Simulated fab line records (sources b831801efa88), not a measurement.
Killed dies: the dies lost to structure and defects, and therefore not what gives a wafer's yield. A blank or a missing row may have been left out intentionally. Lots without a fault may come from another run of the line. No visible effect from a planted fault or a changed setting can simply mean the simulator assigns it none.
Code-filled problem report in 8D (eight disciplines) form    flow sky130    the parts of the form that need people (team, actions taken, sign-off) are left out

== 1. PROBLEM STATEMENT ==
oesProductAu at SKY_FIELD_ISO_ETCH_17 reads a mean of 0.825 a.u. on 3 wafers of 3 lots; wafers without a fault read 0.998 a.u. with a standard deviation of 0.0074. Measured from the usual mean, that is -23 standard deviations.
The step: etches Si in HBr/Cl2/O2, target depth 342 nm, time 97.7 s.
First seen on wafer L351.1, day 5 13:32, on rieSi-01. The record holds 18 wafers of 7 lots with a number at this step. Rule for "out" (also "out of limits"): further than 4 standard deviations from the usual mean. The rest of the wafers with a number are treated as sound.

== 2. WHAT IT IS; WHAT IT IS NOT ==
question                     is                              is not
which readings at this step  oesProductAu, throttleValvePct  drypumpMotorCurrentA
which lots                   L351, L353, L356                L340, L341, L343, L344
which wafers of those lots   L351.1, L353.4, L356.1          L351.3, L353.6, L356.6
read on which tools          rieSi-01                        rieSi-02
when                         from day 5 13:32                up to then (13 sound wafers); but 2 sound wafers of L353, L356 came after

== 3. THE SUSPECTS, EACH WITH WHAT RULES IT OUT ==
Counting: a tool at a process step up to the reading stays a suspect if it ran every lot that is out. Sound lots after the first of them don't rule it out here, since some wafers of a struck lot are sound.
- rieSi-01 at SKY_FIELD_ISO_ETCH_17 (etches Si in HBr/Cl2/O2, target depth 342 nm, time 97.7 s): kept. It ran every lot that is out, first L351 (day 5 13:32); its last sound lot up to then is L343 (day 3 16:49). On those wafers its own readings are out: oesProductAu, throttleValvePct.
- Within rieSi-01 at SKY_FIELD_ISO_ETCH_17: the wafers that are out ran in chamber 0; their sound lot-mates ran in chambers 1, 2.
Left after counting: rieSi-01 at SKY_FIELD_ISO_ETCH_17.

== 4. THE CAUSE (what the simulator had put in) ==
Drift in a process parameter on rieSi-01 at SKY_FIELD_ISO_ETCH_17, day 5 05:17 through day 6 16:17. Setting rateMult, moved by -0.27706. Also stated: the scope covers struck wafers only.
After counting, this tool was the only one left.

== 5. THE CHAIN OF EFFECTS, in route order ==
Each row: a reading whose mean over the struck wafers that have a number lies more than 3 standard deviations from the usual. Scope: only readings with a usual standard deviation given in the record; hours: median across lots of the time from each lot's start at the first step in this table that gives one to its start at this step; sigmas: change in usual standard deviations.
hours  step                   reading           usual       on struck wafers  change  sigmas
0      SKY_FIELD_ISO_ETCH_17  oesProductAu      0.998 a.u.  0.825             -0.173  -23
0      SKY_FIELD_ISO_ETCH_17  throttleValvePct  25.658 %    25.772            +0.114  +10
Here are the process steps it includes:
- SKY_FIELD_ISO_ETCH_17: etches Si in HBr/Cl2/O2, target depth 342 nm, time 97.7 s.
Later steps that measure or inspect, where all struck wafers having a row at the step show a number for every such reading and not one has moved that far: SKY_FIELD_ISO_THK_MEAS_23, SKY_FIELD_ISO_THK_MEAS_25.

== 6. WHAT WOULD HAVE CAUGHT IT SOONER ==
First out-of-limits reading in this record: day 5 13:32, which is 8 hours after fault onset at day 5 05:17.
